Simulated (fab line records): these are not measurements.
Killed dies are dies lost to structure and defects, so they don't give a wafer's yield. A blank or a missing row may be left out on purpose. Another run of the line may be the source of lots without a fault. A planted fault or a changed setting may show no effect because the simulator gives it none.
A struck lot beside a sound one -- flow sky130 -- 17 out of 708 route steps
Sound: the wafers L348.2, L348.3, L348.5. Struck: wafer L351.1 (left out: L351.2, L351.4 of the same lot, which were not struck); the cause appears at the end.
Each step with rows lists, per side, the tool, then ch with its chambers, then its first start. Under that, the readings that differ: sound wafers -- struck wafers -- difference of the means -- sigmas: that difference in standard deviations of wafers without a fault.
alike: a reading whose means differ by less than 2 such deviations, as well as words and numbers matching on both sides. not compared: withheld readings; readings where some wafer has no value; bounds like >300 that might hide an equal value; numbers whose values overlap and for which the record gives no deviation.
A row with sigmas, a row that says differs or no value, or rows on one side alone: a step with any of these is where the two part. When numbers do not overlap yet have no deviation, they are printed without sigmas and do not part them. A reading missing from all wafers of one side parts the sides only when that side holds two or more wafers.

first, 3 steps without rows for these wafers: SKY_VIA1_EXPOSE_09 (exposes mask VIM, target cd 150 nm); SKY_VIA1_PEB_10; SKY_VIA1_DEVELOP_11 (develop time 60 s).
SKY_VIA1_CD_MEAS_12 targets a cd of 150 nm.
  struck on cd_sem-02, day 40 02:23; sound on cd_sem-01, day 39 09:06
  alike: cd_nm
SKY_VIA1_OVL_MEAS_13:
  struck on overlay-02, day 40 02:30; sound on overlay-02, day 39 09:13
  alike: VIA1_OVL
SKY_VIA1_ETCH_14: etches BARC in N2/H2, stops on SiO2, time 45.9 s, target depth 60 nm.
  sound on rie_diel-02 ch 0,2, day 39 09:14; struck on rie_diel-02 ch 0, day 40 02:32
  alike: drypump_motor_current_A, oes_product_au, rf_fwd_power_W, throttle_valve_pct
  not compared: rf_hours_counter_h
SKY_VIA1_ETCH_15: etches SiO2 in C4F8/O2/Ar, stops on TiN, target depth 351 nm, time 54 s.
  sound on rie_diel-02 ch 0,2, day 39 09:17; struck on rie_diel-02 ch 0, day 40 02:35
  alike: oes_product_au, rf_fwd_power_W
  not compared: rf_hours_counter_h
SKY_VIA1_STRIP_16: strips in O2/N2.
  sound on plasma_asher-01 ch 0,1, day 39 09:20; struck on plasma_asher-01 ch 1, day 40 02:38
  alike: drypump_motor_current_A, oes_product_au, strip_time_to_endpoint_s
  not compared: rf_hours_counter_h
then, 3 steps without rows for these wafers: SKY_VIA1_STRIP_17 (strips in post etch residue remover, time 1200 s); SKY_VIA1_CLEAN_18 (cleans in IPA, time 180 s); SKY_VIA1_CLEAN_19 (cleans in O3/DIW).
SKY_VIA1_SPUTTER_20: material TiN, target thk 20 nm, time 80 s.
  struck on pvd_sputter-04, day 40 03:13; sound on pvd_sputter-02, day 39 10:02
  alike: throttle_valve_pct
SKY_VIA1_CVD_21: deposits W, target thk 270 nm, time 80.902 s.
  sound on cvd_w-01 ch 0,1, day 39 10:06; struck on cvd_w-02 ch 0, day 40 03:17
reading,sound,struck,difference,sigmas
chamber_pressure_Torr (Torr),39.96 39.86 40.00,48.99,+9.05,+96
heater_power_outer_w (W),471 470 469,535,+65,+3
heater_power_w (W),778 785 759,903,+129,+2
model.W_of_VIA1_CVD_21.thk_nm (nm),273.7 274.6 273,299.9,+26.1,
SKY_VIA1_RS_MEAS_22: uses a four-point probe to measure.
  struck on film_metro-03, day 40 03:22; sound on film_metro-02, day 39 10:13
reading,sound,struck,difference,sigmas
VIA1_W_RS (ohm/sq),0.421 0.419 0.421,0.383,-0.037,-7
SKY_VIA1_THK_MEAS_23: measures by xrf.
  struck on film_metro-03, day 40 03:29; sound on film_metro-02, day 39 10:19
reading,sound,struck,difference,sigmas
VIA1_W_THK (nm),281 281 279,300,+20,+5
SKY_VIA1_CMP_24: polishes, stops on SiO2, t overpolish 15 s, target thk 0 nm.
  sound on cmp-01 ch 0,1, day 39 10:22; struck on cmp-02 ch 1, day 40 03:33
  alike: motor_current_A
-- the record jumps here: 10 days lie between the struck wafers' starts before and after (it left off in module VIA1 and takes up again in module PAD_OPEN, whose first step shown is number 708 of the route) --
SKY_PAD_OPEN_PROBE_99:
  struck on prober-01, day 50 14:49; sound on prober-02, day 50 01:35
reading,sound,struck,difference,sigmas
killed_at_M0_to_M3,28 38 39,52,+17,+2
sort_bin_3_pad_short (%),0.6 0.4 0.4,1.4,+0.9,+3
  alike: defect_limited_yield, killed_at_M4_up, killed_at_contacts, killed_at_front_end, killed_at_other, killed_dies, killed_on_rim, killed_open, killed_short, sort_bin_5_function, sort_bin_6_memory, sort_n_pass, sort_yield_pct

## WHERE THEY PART
Earliest at SKY_VIA1_CVD_21; latest, in this record, at SKY_PAD_OPEN_PROBE_99.

WHY: the cause the simulator had injected
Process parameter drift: cvd_w-02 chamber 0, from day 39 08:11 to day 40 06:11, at SKY_VIA1_CVD_21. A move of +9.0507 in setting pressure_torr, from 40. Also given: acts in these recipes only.
